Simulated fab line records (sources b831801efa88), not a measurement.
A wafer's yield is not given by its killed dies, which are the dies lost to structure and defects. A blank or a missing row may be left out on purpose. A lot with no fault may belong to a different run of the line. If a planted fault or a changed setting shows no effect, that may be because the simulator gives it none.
A lot that was struck, set against a sound lot + flow sky130 + 44 steps out of a route of 708
Sound: these wafers, L780.3, L780.4, L780.6. Wafers L786.1, L786.2, L786.3 were the ones struck. Last of all comes the cause.
Order at every step that has rows: each side's tool, ch and its chambers, its first start. Under that, the readings that differ: sound wafers + struck wafers + difference of the means + sigmas: that difference in standard deviations of wafers without a fault.
alike: readings whose means differ by less than 2 such deviations, and words and numbers that are the same on both sides. not compared: withheld readings, readings that some wafer has no value for, bounds like >300 that may hide the same value, and numbers for which the record gives no deviation and whose values overlap.
A row with sigmas, a row that says differs or no value, or rows on one side alone: a step with any of these is where the two part. Numbers that don't overlap but have no deviation are shown without sigmas and don't part them. A reading missing from all wafers of one side parts the sides only when that side holds two or more wafers.

first, 2 steps without rows for these wafers: SKY_DNWELL_DEVELOP_06 (develop time 60 s); SKY_DNWELL_IMPLANT_07.
SKY_DNWELL_STRIP_08: strips in O2/N2.
  sound on plasma-asher-01 ch 0,1, day 4 14:53; struck on plasma-asher-02 ch 0,1, day 5 19:52
  alike: drypump-motor-current-A, oes-product-au, strip-time-to-endpoint-s
  not compared: rf-hours-counter-h
SKY_DNWELL_TW_MEAS_09:
  struck on film-metro-03, day 5 19:58; sound on film-metro-03, day 4 14:59
  alike: DNWELL_TW
then, 7 steps without rows for these wafers: SKY_PWDE_DEHYDRATE_00 (time 60 s); SKY_PWDE_HMDS_01 (prime time 60 s); SKY_PWDE_COAT_02 (resist thk 3000 nm); SKY_PWDE_SOFTBAKE_03; SKY_PWDE_EXPOSE_04 (exposes mask PWDEM, target cd 840 nm); SKY_PWDE_PEB_05; SKY_PWDE_DEVELOP_06 (develop time 60 s).
SKY_PWDE_OVL_MEAS_07:
  struck on overlay-02, day 6 15:13; sound on overlay-02, day 5 08:26
  alike: PWDE_OVL
SKY_PWDE_IMPLANT_08:
  sound on implanter-03 ch 0, day 5 08:30; struck on implanter-03 ch 0, day 6 15:15
| reading                          | sound                      | struck                      | difference | sigmas      |
|----------------------------------|----------------------------|-----------------------------|------------|-------------|
| beam-on-s (s)                    | 10.06 9.96 9.74            | 12.06 11.54 11.42           | +1.75      | +9          |
| end-station-pressure-torr (Torr) | 4.68e-06 5.44e-06 5.21e-06 | 8.54e-05 8.49e-05 8.575e-05 | +8.02e-05  | +99 or more |
| faraday-current-uA               | 20.2 20.4 20.8             | 16.6 17.3 17.6              | -3.3       | -8          |
SKY_PWDE_STRIP_09: strips in O2/N2.
  sound on plasma-asher-03 ch 0,1, day 5 08:38; struck on plasma-asher-03 ch 0,1, day 6 15:24
  alike: drypump-motor-current-A, oes-product-au, strip-time-to-endpoint-s
  not compared: rf-hours-counter-h
SKY_PWDE_TW_MEAS_10:
  struck on film-metro-02, day 6 15:30; sound on film-metro-02, day 5 08:43
| reading | sound             | struck            | difference | sigmas |
|---------|-------------------|-------------------|------------|--------|
| PWDE_TW | 372.3 373.1 371.5 | 391.3 388.5 390.9 | +17.9      | +9     |
then, 7 steps without rows for these wafers: SKY_NWELL_DEHYDRATE_03 (time 60 s); SKY_NWELL_HMDS_04 (prime time 60 s); SKY_NWELL_COAT_05 (resist thk 3000 nm); SKY_NWELL_SOFTBAKE_06; SKY_NWELL_EXPOSE_07 (exposes mask NWM, target cd 840 nm); SKY_NWELL_PEB_08; SKY_NWELL_DEVELOP_09 (develop time 60 s).
SKY_NWELL_OVL_MEAS_10:
  struck on overlay-01, day 7 10:46; sound on overlay-01, day 6 02:20
  alike: NWELL_00_OVL
then, 3 steps without rows for these wafers: SKY_NWELL_IMPLANT_11; SKY_NWELL_IMPLANT_12; SKY_NWELL_IMPLANT_13.
SKY_NWELL_STRIP_14: strips in O2/N2.
  sound on plasma-asher-03 ch 0,1, day 6 02:51; struck on plasma-asher-02 ch 0,1, day 7 11:15
  alike: drypump-motor-current-A, oes-product-au, strip-time-to-endpoint-s
  not compared: rf-hours-counter-h
SKY_NWELL_TW_MEAS_15:
  struck on film-metro-02, day 7 11:21; sound on film-metro-01, day 6 02:56
  alike: NWELL_TW
then, 7 steps without rows for these wafers: SKY_NWELL_DEHYDRATE_16 (time 60 s); SKY_NWELL_HMDS_17 (prime time 60 s); SKY_NWELL_COAT_18 (resist thk 3000 nm); SKY_NWELL_SOFTBAKE_19; SKY_NWELL_EXPOSE_20 (exposes mask NWM COMPLEMENT, target cd 840 nm); SKY_NWELL_PEB_21; SKY_NWELL_DEVELOP_22 (develop time 60 s).
SKY_NWELL_OVL_MEAS_23:
  struck on overlay-02, day 8 08:13; sound on overlay-02, day 6 22:14
  alike: NWELL_01_OVL
after that, 1 step had no rows for these wafers: SKY_NWELL_IMPLANT_24.
SKY_NWELL_STRIP_25: strips in O2/N2.
  sound on plasma-asher-04 ch 0,1, day 6 22:27; struck on plasma-asher-03 ch 0,1, day 8 08:24
  alike: drypump-motor-current-A, oes-product-au, strip-time-to-endpoint-s
  not compared: rf-hours-counter-h
SKY_NWELL_TW_MEAS_26:
  struck on film-metro-03, day 8 08:30; sound on film-metro-01, day 6 22:32
| reading    | sound       | struck      | difference | sigmas |
|------------|-------------|-------------|------------|--------|
| NWELL_2_TW | 492 491 493 | 499 500 502 | +8         | +3     |
then, 1 step without rows for these wafers: SKY_NWELL_CLEAN_27 (cleans in SC1/SC2, time 150 s).
SKY_NWELL_RTA_28: time 30 s.
  sound on rtp-anneal-01 ch 0, day 6 22:40; struck on rtp-anneal-02 ch 0, day 8 08:37
  alike: lamp-power-pct, wafer_temp_C_max
SKY_NWELL_RS_MEAS_29: a four-point-probe measurement.
  struck on film-metro-02, day 8 08:43; sound on film-metro-02, day 6 22:46
  alike: NWELL_RS
SKY_NWELL_RS_MEAS_31: a four-point-probe measurement.
  struck on film-metro-02, day 8 08:57; sound on film-metro-02, day 6 23:01
| reading          | sound          | struck         | difference | sigmas |
|------------------|----------------|----------------|------------|--------|
| PWDE_RS (ohm/sq) | 5272 5270 5288 | 4713 4720 4724 | -558       | -29    |
-- the record jumps here: 41 days lie between the struck wafers' starts before and after (it left off in module NWELL and takes up again in module PAD_OPEN, whose first step shown is number 708 of the route) --
SKY_PAD_OPEN_PROBE_99:
  struck on prober-01, day 49 02:37; sound on prober-02, day 47 11:41
| reading                                   | sound          | struck         | difference | sigmas |
|-------------------------------------------|----------------|----------------|------------|--------|
| model.etest.res_p_drift_20v.rs-ohm-sq     | 9242 9076 9067 | 8908 9038 9052 | -129       |        |
| model.etest.res-pwde-under-gate.rs-ohm-sq | 6128 6098 6185 | 5430 5428 5461 | -697       |        |
  alike: killed_at_M0_to_M3, killed_at_M4_up, killed-at-contacts, killed-at-front-end, killed-at-other, killed-dies, killed-open, killed-short
  not compared: model.etest.res_p_drift_20v.line-ohm-um

## WHERE THEY PART
Last at SKY_NWELL_RS_MEAS_31 as far as this record goes, first at SKY_PWDE_IMPLANT_08. Later steps at which nothing parts them and some readings are alike: SKY_PAD_OPEN_PROBE_99.

WHY: the cause the simulator had injected
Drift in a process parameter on implanter-03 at SKY_PWDE_IMPLANT_08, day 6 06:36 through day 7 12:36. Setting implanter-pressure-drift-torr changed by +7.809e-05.
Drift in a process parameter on implanter-03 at SKY_PWDE_IMPLANT_08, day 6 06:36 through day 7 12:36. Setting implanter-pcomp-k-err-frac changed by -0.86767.
